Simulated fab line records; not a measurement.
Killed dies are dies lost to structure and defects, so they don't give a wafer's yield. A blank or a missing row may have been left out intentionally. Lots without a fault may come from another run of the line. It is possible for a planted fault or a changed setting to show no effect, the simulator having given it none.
Shared-tool check ; flow gf180mcu ; 42 wafers sampled across 14 lots

== REASON FOR OPENING ==
At GF_DNWELL_TW_MEAS_09 the reading DNWELL_TW is flagged on 3 of 14 lots. Fault-free wafers read 1350, with a standard deviation of 10.
Rule: a lot is flagged in two cases, either no wafer of it has a number, or all its wafers with numbers fall more than 4 standard deviations from that mean. As for the other lots, they are considered sound.

lot;measured;on;DNWELL_TW, wafer by wafer;flag
L997;day 2 14:37;filmMetro-04;1345 1348 1341;
L999;day 3 05:24;filmMetro-03;1334 1322 1328;
L100;day 3 09:44;filmMetro-04;1340 1348 1344;
L102;day 3 20:50;filmMetro-04;1346 1353 1342;
L103;day 4 01:02;filmMetro-03;1348 1353 1349;
L107;day 5 00:25;filmMetro-04;1682 1672 1681;FLAGGED
L108;day 5 05:43;filmMetro-03;1356 1352 1356;
L109;day 5 10:50;filmMetro-02;1685 1687 1685;FLAGGED
L112;day 6 04:20;filmMetro-04;1700 1704 1699;FLAGGED
L113;day 6 07:58;filmMetro-03;1354 1354 1353;
L116;day 7 03:19;filmMetro-02;1346 1345 1344;
L117;day 7 03:50;filmMetro-02;1348 1352 1346;
L119;day 7 15:54;filmMetro-03;1373 1372 1373;
L120;day 7 20:56;filmMetro-03;1367 1369 1369;
On average the flagged lots' numbers are 1688, which is +338 against the usual, or +34 standard deviations.

== WHICH TOOL RAN EACH LOT ==
2 process steps preceding the reading are held in the record, out of 602 steps in the route. Each cell gives the tool, then ch followed by the chambers the sampled wafers passed through, then the start.
lot;flag;GF_STI_CMP_25;GF_DNWELL_IMPLANT_07
L997;;cmp-02 ch 1,2,3, day 2 00:20;implanter-01 ch 0, day 2 14:25
L999;;cmp-02 ch 0,1,2, day 2 14:23;implanter-03 ch 0, day 3 05:10
L100;;cmp-02 ch 1,3, day 2 19:23;implanter-01 ch 0, day 3 09:29
L102;;cmp-01 ch 1,3, day 3 05:44;implanter-03 ch 0, day 3 20:37
L103;;cmp-01 ch 1,2,3, day 3 09:32;implanter-03 ch 0, day 4 00:47
L107;FLAGGED;cmp-01 ch 0,1,3, day 4 07:29;implanter-01 ch 0, day 4 23:51
L108;;cmp-02 ch 0,2,3, day 4 12:29;implanter-01 ch 0, day 5 05:29
L109;FLAGGED;cmp-02 ch 0,1,3, day 4 18:08;implanter-02 ch 0, day 5 10:14
L112;FLAGGED;cmp-01 ch 0,2,3, day 5 08:50;implanter-03 ch 0, day 6 03:40
L113;;cmp-01 ch 1,2, day 5 14:48;implanter-03 ch 0, day 6 07:43
L116;;cmp-01 ch 0,1,3, day 6 08:23;implanter-03 ch 0, day 7 03:06
L117;;cmp-02 ch 0,2,3, day 6 10:17;implanter-01 ch 0, day 7 03:35
L119;;cmp-01 ch 0,1,3, day 6 22:01;implanter-01 ch 0, day 7 15:40
L120;;cmp-01 ch 0,1,2, day 7 02:17;implanter-02 ch 0, day 7 20:41
What the steps here do:
- GF_STI_CMP_25: polishes, stops on Si3N4, t overpolish 33 s, target thk 524.6 nm.
- GF_DNWELL_IMPLANT_07
- GF_DNWELL_TW_MEAS_09

== FLAGGED OVER TOTAL, TOOL BY TOOL (the gauges that took the reading come last) ==
step;tool;lots run;flagged;share of the flagged lots;sound lots run after its first flagged lot
GF_STI_CMP_25;cmp-01;8;2;some;4 (L113,L116,L119,L120)
GF_STI_CMP_25;cmp-02;6;1;some;1 (L117)
GF_DNWELL_IMPLANT_07;implanter-01;6;1;some;3 (L108,L117,L119)
GF_DNWELL_IMPLANT_07;implanter-02;2;1;some;1 (L120)
GF_DNWELL_IMPLANT_07;implanter-03;6;1;some;2 (L113,L116)
GF_DNWELL_TW_MEAS_09;filmMetro-02;3;1;some;2 (L116,L117)
GF_DNWELL_TW_MEAS_09;filmMetro-03;6;0;none;-
GF_DNWELL_TW_MEAS_09;filmMetro-04;5;2;some;0

== WHAT IS ALLOWED BY THE TABLE ==
No row of the table ran every flagged lot.

== WHAT THE SIMULATOR HAD INSERTED ==
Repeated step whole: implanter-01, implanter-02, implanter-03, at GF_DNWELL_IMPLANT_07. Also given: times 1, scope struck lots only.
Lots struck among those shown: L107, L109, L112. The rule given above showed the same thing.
